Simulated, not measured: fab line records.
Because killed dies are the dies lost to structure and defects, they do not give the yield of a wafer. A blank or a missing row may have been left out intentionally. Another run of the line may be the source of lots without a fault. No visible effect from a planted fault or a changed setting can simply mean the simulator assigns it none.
fab line records | flow sky130
record: lots: 24 | wafers: 72 | last-day: 50
route steps=708 shown FIELD_ISO@14 METAL2@485 METAL3@533 CAPM@537 METAL5@675 PASSIVATION@681
lots with no fault: from the same line, run without faults
start-h: hours from the record's opening day to when the first of the lot's shown wafers began | wait-h: time in hours since the lot's previous step | " the same as in the row above | L1.1+2: a row that stands for several wafers | - value missing, or start not given | * or withheld: withheld | < > ~ a bound
route shown NAME@n: a module of which the file shows steps, and the number in the route of the first | usual: the fault-free wafers' mean and standard deviation | same: alike in all rows | chamber/n: place in a boat | sites: readings site by site | _std_site: their standard deviation | _edge_site: inner sites' mean taken away from outer sites' mean | radius-mm: for every site, how far away it sits from the centre of the wafer | mask NAME#n: copy n | behind: the last tool/chamber to shape the wafer | hold: the reason the lot was held/the length of the hold in hours/how it ended | device: transistor that didn't switch, given as n, p or np | end of line: the same wafers' tests at the end of the route | a step without rows: its recipe alone | killed: count of dies lost to structure and defects at first sort (not the wafer's yield) | map: a wafer's dies, marking killed ones x, the rest . and places with no die _
set.NAME: the setting the step ran with; set.NAME@STEP: the setting that earlier step ran with | model.NAME: the simulator's own value behind a step, which no gauge read
a sample of lots followed through the steps of the route, with each step as a table and each wafer as a row
services: the hour from which a tool's chamber was out of use, counted from the record's first day as start-h (under 0 if before that day), plus the number of hours and why
== steps ==
step: SKY_FIELD_ISO_CD_MEAS_13
recipe: target-cd-nm: 150
usual: cd-nm: 149.7/1.5
lot.wafer | tool      | chamber | start-h | wait-h | cd-nm
L074.2    | cd-sem-01 | -       | 28.71   | -      | 149.6
L074.4    | "         | -       | "       | "      | 149.5
L074.6    | "         | -       | "       | "      | 150.4
L075.3    | cd-sem-01 | -       | 38.54   | -      | 149.4
L075.4    | "         | -       | "       | "      | 149.1
L075.5    | "         | -       | "       | "      | 151.0
L076.1    | cd-sem-01 | -       | 39.34   | -      | 150.7
L076.3    | "         | -       | "       | "      | 150.3
L076.5    | "         | -       | "       | "      | 150.2
L077.1    | cd-sem-02 | -       | 46.39   | -      | 148.3
L077.4    | "         | -       | "       | "      | 149.1
L077.5    | "         | -       | "       | "      | 146.6
L078.1    | cd-sem-01 | -       | 48.19   | -      | 149.6
L078.5    | "         | -       | "       | "      | 149.8
L078.6    | "         | -       | "       | "      | 151.1
L079.2    | cd-sem-02 | -       | 52.86   | -      | 151.4
L079.3    | "         | -       | "       | "      | 150.5
L079.4    | "         | -       | "       | "      | 150.5
L080.1    | cd-sem-01 | -       | 61.14   | -      | 150.4
L080.2    | "         | -       | "       | "      | 151.2
L080.3    | "         | -       | "       | "      | 150.0
L081.2    | cd-sem-02 | -       | 66.21   | -      | 153.5
L081.5    | "         | -       | "       | "      | 152.8
L081.6    | "         | -       | "       | "      | 151.3
L082.1    | cd-sem-01 | -       | 70.44   | -      | 151.2
L082.2    | "         | -       | "       | "      | 151.1
L082.5    | "         | -       | "       | "      | 149.7
L083.3    | cd-sem-01 | -       | 75.43   | -      | 149.2
L083.4    | "         | -       | "       | "      | 148.6
L083.6    | "         | -       | "       | "      | 148.5
L084.1    | cd-sem-02 | -       | 82.59   | -      | 148.1
L084.4    | "         | -       | "       | "      | 146.8
L084.5    | "         | -       | "       | "      | 145.9
L085.4    | cd-sem-02 | -       | 86.80   | -      | 148.3
L085.5    | "         | -       | "       | "      | 148.8
L085.6    | "         | -       | "       | "      | 149.0
L086.1    | cd-sem-01 | -       | 91.29   | -      | 151.5
L086.3    | "         | -       | "       | "      | 148.8
L086.5    | "         | -       | "       | "      | 150.3
L087.1    | cd-sem-02 | -       | 96.04   | -      | 149.1
L087.3    | "         | -       | "       | "      | 148.4
L087.6    | "         | -       | "       | "      | 149.8
L088.3    | cd-sem-02 | -       | 101.28  | -      | 149.3
L088.5    | "         | -       | "       | "      | 148.5
L088.6    | "         | -       | "       | "      | 149.9
L089.1    | cd-sem-01 | -       | 107.84  | -      | 149.2
L089.2    | "         | -       | "       | "      | 148.7
L089.4    | "         | -       | "       | "      | 150.7
L090.1    | cd-sem-02 | -       | 112.19  | -      | 150.4
L090.3    | "         | -       | "       | "      | 150.7
L090.5    | "         | -       | "       | "      | 152.1
L091.4    | cd-sem-02 | -       | 116.45  | -      | 146.0
L091.5    | "         | -       | "       | "      | 146.8
L091.6    | "         | -       | "       | "      | 148.9
L092.1    | cd-sem-01 | -       | 121.99  | -      | 149.9
L092.3    | "         | -       | "       | "      | 148.5
L092.6    | "         | -       | "       | "      | 148.8
L093.1    | cd-sem-02 | -       | 128.49  | -      | 147.7
L093.2    | "         | -       | "       | "      | 148.2
L093.6    | "         | -       | "       | "      | 149.7
L094.3    | cd-sem-02 | -       | 133.38  | -      | 150.6
L094.4    | "         | -       | "       | "      | 150.1
L094.6    | "         | -       | "       | "      | 149.5
L095.1    | cd-sem-02 | -       | 144.69  | -      | 151.0
L095.2    | "         | -       | "       | "      | 147.2
L095.3    | "         | -       | "       | "      | 151.0
L096.1    | cd-sem-01 | -       | 145.74  | -      | 148.7
L096.4    | "         | -       | "       | "      | 146.9
L096.6    | "         | -       | "       | "      | 149.2
L097.2    | cd-sem-02 | -       | 155.11  | -      | 153.0
L097.5    | "         | -       | "       | "      | 150.6
L097.6    | "         | -       | "       | "      | 151.6
step: SKY_METAL2_SPUTTER_02
recipe: material: AlCu | target-thk-nm: 250 | power-w: 10600 | time-s: 13.3 | chamber-pressure-pa: 0.4
usual: throttle-valve-pct: 30.8/1.2
lot.wafer | tool           | chamber | start-h | wait-h | throttle-valve-pct
L074.2    | pvd-sputter-03 | -       | 780.52  | 0.0    | 29.4
L074.4    | "              | -       | "       | "      | 32.9
L074.6    | "              | -       | "       | "      | 32.7
L076.1    | pvd-sputter-01 | -       | 804.76  | 0.0    | 33.0
L076.3    | "              | -       | "       | "      | 30.5
L076.5    | "              | -       | "       | "      | 30.3
L075.3    | pvd-sputter-01 | -       | 811.17  | 0.0    | 30.6
L075.4    | "              | -       | "       | "      | 30.5
L075.5    | "              | -       | "       | "      | 33.2
L078.1    | pvd-sputter-01 | -       | 816.99  | 0.0    | 30.4
L078.5    | "              | -       | "       | "      | 30.8
L078.6    | "              | -       | "       | "      | 30.3
L077.1    | pvd-sputter-01 | -       | 822.11  | 0.0    | 32.8
L077.4    | "              | -       | "       | "      | 30.4
L077.5    | "              | -       | "       | "      | 30.2
L079.2    | pvd-sputter-03 | -       | 832.10  | 0.0    | 30.8
L079.3    | "              | -       | "       | "      | 29.7
L079.4    | "              | -       | "       | "      | 32.8
L080.1    | pvd-sputter-01 | -       | 833.76  | 0.0    | 32.7
L080.2    | "              | -       | "       | "      | 30.2
L080.3    | "              | -       | "       | "      | 30.1
L081.2    | pvd-sputter-01 | -       | 838.71  | 0.0    | 30.6
L081.5    | "              | -       | "       | "      | 30.4
L081.6    | "              | -       | "       | "      | 30.5
L082.1    | pvd-sputter-04 | -       | 847.36  | 0.0    | 29.9
L082.2    | "              | -       | "       | "      | 29.7
L082.5    | "              | -       | "       | "      | 29.9
L083.3    | pvd-sputter-03 | -       | 852.65  | 0.0    | 32.0
L083.4    | "              | -       | "       | "      | 30.5
L083.6    | "              | -       | "       | "      | 32.4
L084.1    | pvd-sputter-03 | -       | 871.99  | 0.0    | 29.4
L084.4    | "              | -       | "       | "      | 30.2
L084.5    | "              | -       | "       | "      | 32.3
L085.4    | pvd-sputter-03 | -       | 872.70  | 0.0    | 32.1
L085.5    | "              | -       | "       | "      | 29.7
L085.6    | "              | -       | "       | "      | 30.5
L086.1    | pvd-sputter-01 | -       | 872.97  | 0.0    | 30.5
L086.3    | "              | -       | "       | "      | 30.2
L086.5    | "              | -       | "       | "      | 32.9
L087.1    | pvd-sputter-04 | -       | 878.76  | 0.0    | 28.7
L087.3    | "              | -       | "       | "      | 29.3
L087.6    | "              | -       | "       | "      | 30.3
L088.3    | pvd-sputter-04 | -       | 889.18  | 0.0    | 29.5
L088.5    | "              | -       | "       | "      | 28.9
L088.6    | "              | -       | "       | "      | 29.4
L090.1    | pvd-sputter-03 | -       | 919.11  | 0.0    | 31.9
L090.3    | "              | -       | "       | "      | 32.7
L090.5    | "              | -       | "       | "      | 30.8
L089.1    | pvd-sputter-03 | -       | 920.06  | 0.0    | 33.0
L089.2    | "              | -       | "       | "      | 29.6
L089.4    | "              | -       | "       | "      | 32.3
L091.4    | pvd-sputter-01 | -       | 926.76  | 0.0    | 30.2
L091.5    | "              | -       | "       | "      | 32.8
L091.6    | "              | -       | "       | "      | 30.5
L093.1    | pvd-sputter-03 | -       | 933.65  | 0.0    | 29.4
L093.2    | "              | -       | "       | "      | 32.4
L093.6    | "              | -       | "       | "      | 32.4
L094.3    | pvd-sputter-04 | -       | 934.27  | 0.0    | 30.2
L094.4    | "              | -       | "       | "      | 30.6
L094.6    | "              | -       | "       | "      | 29.7
L092.1    | pvd-sputter-01 | -       | 935.46  | 0.0    | 30.3
L092.3    | "              | -       | "       | "      | 30.1
L092.6    | "              | -       | "       | "      | 30.7
L096.1    | pvd-sputter-03 | -       | 947.21  | 0.0    | 32.3
L096.4    | "              | -       | "       | "      | 30.5
L096.6    | "              | -       | "       | "      | 32.4
L095.1    | pvd-sputter-01 | -       | 949.00  | 0.0    | 30.1
L095.2    | "              | -       | "       | "      | 30.5
L095.3    | "              | -       | "       | "      | 30.4
L097.2    | pvd-sputter-04 | -       | 961.60  | 0.0    | 30.0
L097.5    | "              | -       | "       | "      | 30.4
L097.6    | "              | -       | "       | "      | 29.5
step: SKY_METAL3_SPUTTER_01
recipe: material: TiN | target-thk-nm: 20 | power-w: 6500 | time-s: 16.7 | chamber-pressure-pa: 0.4
usual: throttle-valve-pct: 30.1/1.5
lot.wafer | tool           | chamber | start-h | wait-h | throttle-valve-pct
L074.2    | pvd-sputter-01 | -       | 831.33  | 0.0    | 30.3
L074.4    | "              | -       | "       | "      | 32.7
L074.6    | "              | -       | "       | "      | 30.5
L076.1    | pvd-sputter-03 | -       | 855.85  | 0.0    | 32.5
L076.3    | "              | -       | "       | "      | 32.8
L076.5    | "              | -       | "       | "      | 30.5
L075.3    | pvd-sputter-03 | -       | 862.53  | 0.0    | 30.4
L075.4    | "              | -       | "       | "      | 32.4
L075.5    | "              | -       | "       | "      | 33.0
L078.1    | pvd-sputter-03 | -       | 869.10  | 0.0    | 29.2
L078.5    | "              | -       | "       | "      | 29.3
L078.6    | "              | -       | "       | "      | 32.4
L077.1    | pvd-sputter-02 | -       | 876.83  | 0.0    | 29.5
L077.4    | "              | -       | "       | "      | 27.7
L077.5    | "              | -       | "       | "      | 29.7
L079.2    | pvd-sputter-03 | -       | 890.32  | 0.0    | 29.6
L079.3    | "              | -       | "       | "      | 32.1
L079.4    | "              | -       | "       | "      | 30.7
L080.1    | pvd-sputter-02 | -       | 891.31  | 0.0    | 29.4
L080.2    | "              | -       | "       | "      | 27.6
L080.3    | "              | -       | "       | "      | 29.4
L081.2    | pvd-sputter-02 | -       | 895.14  | 0.0    | 29.5
L081.5    | "              | -       | "       | "      | 29.6
L081.6    | "              | -       | "       | "      | 29.7
L082.1    | pvd-sputter-02 | -       | 900.78  | 0.0    | 29.6
L082.2    | "              | -       | "       | "      | 29.3
L082.5    | "              | -       | "       | "      | 29.3
L083.3    | pvd-sputter-03 | -       | 907.28  | 0.0    | 30.6
L083.4    | "              | -       | "       | "      | 29.5
L083.6    | "              | -       | "       | "      | 29.6
L084.1    | pvd-sputter-02 | -       | 927.09  | 0.0    | 29.6
L084.4    | "              | -       | "       | "      | 28.1
L084.5    | "              | -       | "       | "      | 29.8
L085.4    | pvd-sputter-02 | -       | 927.77  | 0.0    | 29.4
L085.5    | "              | -       | "       | "      | 29.5
L085.6    | "              | -       | "       | "      | 27.9
L086.1    | pvd-sputter-01 | -       | 928.09  | 0.0    | 33.0
L086.3    | "              | -       | "       | "      | 30.2
L086.5    | "              | -       | "       | "      | 30.2
L087.1    | pvd-sputter-02 | -       | 931.48  | 0.0    | 29.5
L087.3    | "              | -       | "       | "      | 29.5
L087.6    | "              | -       | "       | "      | 29.7
L088.3    | pvd-sputter-03 | -       | 940.49  | 0.0    | 32.4
L088.5    | "              | -       | "       | "      | 32.2
L088.6    | "              | -       | "       | "      | 29.5
L090.1    | pvd-sputter-02 | -       | 968.90  | 0.0    | 29.5
L090.3    | "              | -       | "       | "      | 29.4
L090.5    | "              | -       | "       | "      | 29.9
L089.1    | pvd-sputter-03 | -       | 972.07  | 0.0    | 30.7
L089.2    | "              | -       | "       | "      | 32.7
L089.4    | "              | -       | "       | "      | 29.5
L091.4    | pvd-sputter-02 | -       | 979.39  | 0.0    | 29.1
L091.5    | "              | -       | "       | "      | 29.5
L091.6    | "              | -       | "       | "      | 27.9
L093.1    | pvd-sputter-01 | -       | 984.08  | 0.0    | 30.6
L093.2    | "              | -       | "       | "      | 30.2
L093.6    | "              | -       | "       | "      | 30.8
L094.3    | pvd-sputter-01 | -       | 984.59  | 0.0    | 32.9
L094.4    | "              | -       | "       | "      | 30.4
L094.6    | "              | -       | "       | "      | 30.4
L092.1    | pvd-sputter-02 | -       | 986.30  | 0.0    | 27.7
L092.3    | "              | -       | "       | "      | 29.1
L092.6    | "              | -       | "       | "      | 29.6
L096.1    | pvd-sputter-03 | -       | 998.00  | 0.0    | 29.3
L096.4    | "              | -       | "       | "      | 30.2
L096.6    | "              | -       | "       | "      | 29.3
L095.1    | pvd-sputter-02 | -       | 998.57  | 0.0    | 29.2
L095.2    | "              | -       | "       | "      | 29.5
L095.3    | "              | -       | "       | "      | 27.9
L097.2    | pvd-sputter-02 | -       | 1012.63 | 0.0    | 27.6
L097.5    | "              | -       | "       | "      | 29.5
L097.6    | "              | -       | "       | "      | 29.6
step: SKY_CAPM_CVD_00
recipe: material: SiO2 | target-thk-nm: 15.5 | temp-c: 400 | time-s: withheld | rf-w: 450
usual: heater-power-w: 719/130
lot.wafer | tool     | chamber | start-h | wait-h | heater-power-w
L074.2    | pecvd-01 | 2       | 831.46  | 0.0    | 815
L074.4    | "        | 2       | "       | "      | 808
L074.6    | "        | 1       | "       | "      | 628
L076.1    | pecvd-01 | 0       | 855.98  | 0.0    | 522
L076.3    | "        | 2       | "       | "      | 781
L076.5    | "        | 1       | "       | "      | 624
L075.3    | pecvd-01 | 1       | 862.66  | 0.0    | 665
L075.4    | "        | 1       | "       | "      | 664
L075.5    | "        | 0       | "       | "      | 551
L078.1    | pecvd-02 | 1       | 869.23  | 0.0    | 661
L078.5    | "        | 1       | "       | "      | 640
L078.6    | "        | 0       | "       | "      | 949
L077.1    | pecvd-01 | 2       | 876.97  | 0.0    | 703
L077.4    | "        | 1       | "       | "      | 653
L077.5    | "        | 0       | "       | "      | 552
L079.2    | pecvd-01 | 2       | 890.46  | 0.0    | 743
L079.3    | "        | 1       | "       | "      | 653
L079.4    | "        | 0       | "       | "      | 554
L080.1    | pecvd-02 | 0       | 891.44  | 0.0    | 914
L080.2    | "        | 2       | "       | "      | 720
L080.3    | "        | 1       | "       | "      | 738
L081.2    | pecvd-02 | 2       | 895.27  | 0.0    | 695
L081.5    | "        | 2       | "       | "      | 694
L081.6    | "        | 1       | "       | "      | 684
L082.1    | pecvd-02 | 0       | 900.92  | 0.0    | 880
L082.2    | "        | 1       | "       | "      | 702
L082.5    | "        | 1       | "       | "      | 701
L083.3    | pecvd-03 | 0       | 907.41  | 0.0    | 719
L083.4    | "        | 1       | "       | "      | 581
L083.6    | "        | 0       | "       | "      | 730
L084.1    | pecvd-01 | 0       | 927.22  | 0.0    | 588
L084.4    | "        | 0       | "       | "      | 565
L084.5    | "        | 2       | "       | "      | 805
L085.4    | pecvd-03 | 2       | 927.91  | 0.0    | 757
L085.5    | "        | 1       | "       | "      | 617
L085.6    | "        | 0       | "       | "      | 602
L086.1    | pecvd-02 | 1       | 928.22  | 0.0    | 715
L086.3    | "        | 0       | "       | "      | 946
L086.5    | "        | 2       | "       | "      | 637
L087.1    | pecvd-01 | 0       | 931.61  | 0.0    | 604
L087.3    | "        | 2       | "       | "      | 786
L087.6    | "        | 2       | "       | "      | 795
L088.3    | pecvd-02 | 2       | 940.62  | 0.0    | 616
L088.5    | "        | 1       | "       | "      | 645
L088.6    | "        | 2       | "       | "      | 626
L090.1    | pecvd-03 | 1       | 969.03  | 0.0    | 732
L090.3    | "        | 0       | "       | "      | 674
L090.5    | "        | 1       | "       | "      | 708
L089.1    | pecvd-02 | 2       | 972.21  | 0.0    | 703
L089.2    | "        | 0       | "       | "      | 882
L089.4    | "        | 2       | "       | "      | 707
L091.4    | pecvd-02 | 1       | 979.53  | 0.0    | 609
L091.5    | "        | 0       | "       | "      | 1046
L091.6    | "        | 2       | "       | "      | 707
L093.1    | pecvd-01 | 1       | 984.21  | 0.0    | 617
L093.2    | "        | 0       | "       | "      | 506
L093.6    | "        | 2       | "       | "      | 827
L094.3    | pecvd-02 | 2       | 984.72  | 0.0    | 697
L094.4    | "        | 1       | "       | "      | 731
L094.6    | "        | 0       | "       | "      | 1014
L092.1    | pecvd-03 | 2       | 986.43  | 0.0    | 765
L092.3    | "        | 0       | "       | "      | 614
L092.6    | "        | 2       | "       | "      | 738
L096.1    | pecvd-03 | 1       | 998.13  | 0.0    | 700
L096.4    | "        | 2       | "       | "      | 800
L096.6    | "        | 1       | "       | "      | 692
L095.1    | pecvd-02 | 1       | 998.70  | 0.0    | 735
L095.2    | "        | 2       | "       | "      | 726
L095.3    | "        | 0       | "       | "      | 916
L097.2    | pecvd-02 | 1       | 1012.76 | 0.0    | 668
L097.5    | "        | 0       | "       | "      | 994
L097.6    | "        | 1       | "       | "      | 701
step: SKY_METAL5_DESCUM_14
recipe: chemistry: O2 | source-power-w: 150 | bias-power-w: 0 | pressure-mtorr: 10 | temp-c: 40 | time-s: 11
usual: drypump-motor-current-A: 5.9/0.42 | oes-product-au: 0.992/0.0083
same: bias-power-w: 0
lot.wafer | tool         | chamber | start-h | wait-h | drypump-motor-current-A | oes-product-au | rf-hours-counter-h
L074.2    | rie-metal-02 | 0       | 1009.34 | 0.1    | 6.8                     | 0.978          | 17
L074.4    | "            | 1       | "       | "      | 5.7                     | 0.976          | -
L074.6    | "            | 1       | "       | "      | 5.7                     | 0.986          | -
L076.1    | rie-metal-02 | 0       | 1034.24 | 0.1    | 6.8                     | 0.989          | 19
L076.3    | "            | 0       | "       | "      | 6.8                     | 0.998          | -
L076.5    | "            | 1       | "       | "      | 5.7                     | 0.986          | -
L075.3    | rie-metal-02 | 0       | 1040.20 | 0.1    | 6.8                     | 0.982          | -
L075.4    | "            | 1       | "       | "      | 5.7                     | 0.994          | -
L075.5    | "            | 0       | "       | "      | 6.8                     | 0.985          | -
L078.1    | rie-metal-03 | 0       | 1046.14 | 0.1    | 6.0                     | 0.998          | 11
L078.5    | "            | 1       | "       | "      | 5.6                     | 0.989          | -
L078.6    | "            | 0       | "       | "      | 6.0                     | 0.995          | -
L077.1    | rie-metal-03 | 0       | 1052.84 | 0.1    | 6.0                     | 0.990          | 11
L077.4    | "            | 0       | "       | "      | 6.0                     | 0.985          | -
L077.5    | "            | 0       | "       | "      | 6.0                     | 0.982          | -
L080.1    | rie-metal-03 | 1       | 1064.24 | 0.1    | 5.6                     | 0.986          | 15
L080.2    | "            | 0       | "       | "      | 6.0                     | 0.986          | 12
L080.3    | "            | 0       | "       | "      | 6.0                     | 0.997          | -
L079.2    | rie-metal-02 | 1       | 1064.79 | 0.1    | 5.7                     | 0.988          | 21
L079.3    | "            | 1       | "       | "      | 5.7                     | 0.984          | -
L079.4    | "            | 0       | "       | "      | 6.8                     | 0.999          | -
L081.2    | rie-metal-01 | 1       | 1065.99 | 0.1    | 5.7                     | 0.999          | 3
L081.5    | "            | 0       | "       | "      | 5.6                     | 0.989          | -
L081.6    | "            | 1       | "       | "      | 5.7                     | 1.001          | -
L082.1    | rie-metal-01 | 0       | 1072.39 | 0.1    | 5.6                     | 1.003          | 22
L082.2    | "            | 1       | "       | "      | 5.7                     | 0.999          | 3
L082.5    | "            | 0       | "       | "      | 5.7                     | 1.010          | -
L083.3    | rie-metal-02 | 1       | 1076.60 | 0.1    | 5.7                     | 0.983          | -
L083.4    | "            | 0       | "       | "      | 6.8                     | 0.993          | -
L083.6    | "            | 1       | "       | "      | 5.7                     | 0.983          | -
L084.1    | rie-metal-03 | 0       | 1094.04 | 0.1    | 6.0                     | 0.991          | 14
L084.4    | "            | 0       | "       | "      | 6.0                     | 0.990          | -
L084.5    | "            | 0       | "       | "      | 6.0                     | 0.985          | -
L085.4    | rie-metal-02 | 1       | 1094.87 | 0.1    | 5.7                     | 0.979          | -
L085.5    | "            | 1       | "       | "      | 5.7                     | 0.980          | -
L085.6    | "            | 1       | "       | "      | 5.7                     | 0.990          | -
L086.1    | rie-metal-01 | 0       | 1097.14 | 0.1    | 5.6                     | 0.998          | 24
L086.3    | "            | 1       | "       | "      | 5.7                     | 0.990          | -
L086.5    | "            | 1       | "       | "      | 5.7                     | 0.999          | -
L087.1    | rie-metal-03 | 0       | 1097.94 | 0.1    | 6.0                     | 0.996          | 15
L087.3    | "            | 0       | "       | "      | 6.0                     | 0.988          | -
L087.6    | "            | 1       | "       | "      | 5.6                     | 0.985          | -
L088.3    | rie-metal-03 | 0       | 1103.10 | 0.1    | 6.0                     | 1.001          | -
L088.5    | "            | 0       | "       | "      | 6.0                     | 0.998          | -
L088.6    | "            | 1       | "       | "      | 5.6                     | 0.985          | -
L090.1    | rie-metal-01 | 0       | 1125.99 | 0.1    | 5.6                     | 1.002          | 25
L090.3    | "            | 1       | "       | "      | 5.7                     | 0.994          | -
L090.5    | "            | 0       | "       | "      | 5.6                     | 0.989          | -
L089.1    | rie-metal-01 | 1       | 1127.94 | 0.1    | 5.7                     | 0.998          | 6
L089.2    | "            | 0       | "       | "      | 5.6                     | 1.002          | 25
L089.4    | "            | 0       | "       | "      | 5.6                     | 1.001          | -
L091.4    | rie-metal-02 | 0       | 1137.00 | 0.1    | 6.8                     | 0.996          | -
L091.5    | "            | 0       | "       | "      | 6.8                     | 0.989          | -
L091.6    | "            | 1       | "       | "      | 5.7                     | 0.994          | -
L093.1    | rie-metal-03 | 1       | 1141.64 | 0.1    | 5.6                     | 0.983          | 21
L093.2    | "            | 0       | "       | "      | 6.0                     | 0.991          | 18
L093.6    | "            | 0       | "       | "      | 6.0                     | 1.003          | -
L094.3    | rie-metal-02 | 0       | 1142.30 | 0.1    | 6.8                     | 1.000          | -
L094.4    | "            | 1       | "       | "      | 5.7                     | 0.980          | -
L094.6    | "            | 0       | "       | "      | 6.8                     | 0.984          | -
L092.1    | rie-metal-01 | 0       | 1142.64 | 0.1    | 5.6                     | 1.002          | 27
L092.3    | "            | 1       | "       | "      | 5.7                     | 1.007          | -
L092.6    | "            | 1       | "       | "      | 5.7                     | 1.005          | -
L096.1    | rie-metal-03 | 1       | 1148.54 | 0.1    | 5.6                     | 0.986          | 21
L096.4    | "            | 1       | "       | "      | 5.6                     | 0.984          | -
L096.6    | "            | 1       | "       | "      | 5.6                     | 0.987          | -
L095.1    | rie-metal-01 | 0       | 1148.64 | 0.1    | 5.7                     | 1.000          | 28
L095.2    | "            | 1       | "       | "      | 5.7                     | 0.999          | 9
L095.3    | "            | 1       | "       | "      | 5.7                     | 1.002          | -
L097.2    | rie-metal-02 | 1       | 1161.49 | 0.1    | 5.7                     | 0.986          | 31
L097.5    | "            | 1       | "       | "      | 5.7                     | 0.984          | -
L097.6    | "            | 0       | "       | "      | 6.8                     | 0.993          | -
step: SKY_PASSIVATION_CVD_00
recipe: material: SiO2 | target-thk-nm: 90 | temp-c: 400 | time-s: withheld | rf-w: 600
usual: heater-power-w: 671/120
lot.wafer | tool     | chamber | start-h | wait-h | heater-power-w
L074.2    | pecvd-02 | 2       | 1010.20 | 0.0    | 644
L074.4    | "        | 2       | "       | "      | 665
L074.6    | "        | 0       | "       | "      | 972
L076.1    | pecvd-02 | 0       | 1035.10 | 0.0    | 927
L076.3    | "        | 1       | "       | "      | 603
L076.5    | "        | 0       | "       | "      | 926
L075.3    | pecvd-02 | 0       | 1041.07 | 0.0    | 942
L075.4    | "        | 2       | "       | "      | 629
L075.5    | "        | 0       | "       | "      | 981
L078.1    | pecvd-04 | 1       | 1047.00 | 0.0    | 692
L078.5    | "        | 1       | "       | "      | 695
L078.6    | "        | 2       | "       | "      | 565
L077.1    | pecvd-03 | 1       | 1053.74 | 0.0    | 529
L077.4    | "        | 0       | "       | "      | 613
L077.5    | "        | 1       | "       | "      | 538
L080.1    | pecvd-04 | 1       | 1065.10 | 0.0    | 668
L080.2    | "        | 0       | "       | "      | 588
L080.3    | "        | 2       | "       | "      | 550
L079.2    | pecvd-02 | 2       | 1065.66 | 0.0    | 619
L079.3    | "        | 1       | "       | "      | 656
L079.4    | "        | 2       | "       | "      | 624
L081.2    | pecvd-03 | 2       | 1066.85 | 0.0    | 781
L081.5    | "        | 2       | "       | "      | 782
L081.6    | "        | 1       | "       | "      | 534
L082.1    | pecvd-04 | 0       | 1073.27 | 0.0    | 669
L082.2    | "        | 2       | "       | "      | 557
L082.5    | "        | 2       | "       | "      | 574
L083.3    | pecvd-03 | 1       | 1077.45 | 0.0    | 645
L083.4    | "        | 2       | "       | "      | 779
L083.6    | "        | 1       | "       | "      | 649
L084.1    | pecvd-02 | 2       | 1094.90 | 0.0    | 658
L084.4    | "        | 2       | "       | "      | 652
L084.5    | "        | 1       | "       | "      | 647
L085.4    | pecvd-03 | 1       | 1095.98 | 0.0    | 619
L085.5    | "        | 0       | "       | "      | 605
L085.6    | "        | 2       | "       | "      | 758
L086.1    | pecvd-04 | 1       | 1098.03 | 0.0    | 685
L086.3    | "        | 2       | "       | "      | 547
L086.5    | "        | 0       | "       | "      | 659
L087.1    | pecvd-02 | 0       | 1098.80 | 0.0    | 876
L087.3    | "        | 2       | "       | "      | 627
L087.6    | "        | 2       | "       | "      | 630
L088.3    | pecvd-03 | 1       | 1103.95 | 0.0    | 609
L088.5    | "        | 1       | "       | "      | 608
L088.6    | "        | 2       | "       | "      | 723
L090.1    | pecvd-03 | 0       | 1127.29 | 0.0    | 589
L090.3    | "        | 2       | "       | "      | 794
L090.5    | "        | 2       | "       | "      | 833
L089.1    | pecvd-04 | 0       | 1129.14 | 0.0    | 572
L089.2    | "        | 2       | "       | "      | 616
L089.4    | "        | 0       | "       | "      | 568
L091.4    | pecvd-04 | 2       | 1137.86 | 0.0    | 551
L091.5    | "        | 0       | "       | "      | 610
L091.6    | "        | 1       | "       | "      | 645
L093.1    | pecvd-03 | 2       | 1142.55 | 0.0    | 831
L093.2    | "        | 1       | "       | "      | 631
L093.6    | "        | 1       | "       | "      | 625
L094.3    | pecvd-02 | 2       | 1143.19 | 0.0    | 518
L094.4    | "        | 1       | "       | "      | 638
L094.6    | "        | 2       | "       | "      | 537
L092.1    | pecvd-04 | 0       | 1143.73 | 0.0    | 621
L092.3    | "        | 2       | "       | "      | 564
L092.6    | "        | 1       | "       | "      | 689
L096.1    | pecvd-02 | 2       | 1149.44 | 0.0    | 601
L096.4    | "        | 1       | "       | "      | 639
L096.6    | "        | 2       | "       | "      | 612
L095.1    | pecvd-04 | 1       | 1149.54 | 0.0    | 657
L095.2    | "        | 2       | "       | "      | 528
L095.3    | "        | 0       | "       | "      | 674
L097.2    | pecvd-02 | 0       | 1162.44 | 0.0    | 967
L097.5    | "        | 2       | "       | "      | 590
L097.6    | "        | 0       | "       | "      | 958
== services ==
tool           | chamber | start-h | hours | kind
rie-metal-02   | 0       | 758.48  | 8.0   | repair
pvd-sputter-03 | -       | 776.29  | 1.1   | repair
pvd-sputter-03 | -       | 801.65  | 2.0   | repair
pecvd-03       | -       | 815.59  | 1.5   | repair
pecvd-02       | 1       | 820.22  | 13.5  | repair
rie-metal-02   | 1       | 835.75  | 4.7   | repair
rie-metal-02   | 0       | 836.96  | 4.8   | repair
pecvd-02       | 2       | 842.54  | 2.8   | repair
pecvd-03       | 2       | 857.30  | 5.1   | repair
pecvd-03       | 0       | 861.18  | 4.4   | repair
pvd-sputter-01 | -       | 874.42  | 11.0  | repair
pvd-sputter-02 | -       | 876.05  | 0.7   | repair
pecvd-02       | 2       | 885.36  | 5.6   | repair
pecvd-02       | 2       | 902.24  | 4.3   | repair
rie-metal-02   | -       | 939.00  | 2.8   | pm
pecvd-03       | -       | 940.70  | 0.5   | repair
rie-metal-02   | -       | 947.20  | 3.2   | repair
pecvd-02       | 0       | 972.60  | 1.9   | repair
pvd-sputter-01 | -       | 1080.86 | 4.2   | repair
pvd-sputter-03 | -       | 1081.23 | 49.6  | repair
pecvd-03       | -       | 1118.72 | 6.0   | pm
pvd-sputter-03 | -       | 1123.80 | 3.4   | repair
pvd-sputter-03 | -       | 1144.88 | 1.8   | repair
pvd-sputter-01 | -       | 1158.05 | 2.3   | repair
== key ==
fault none
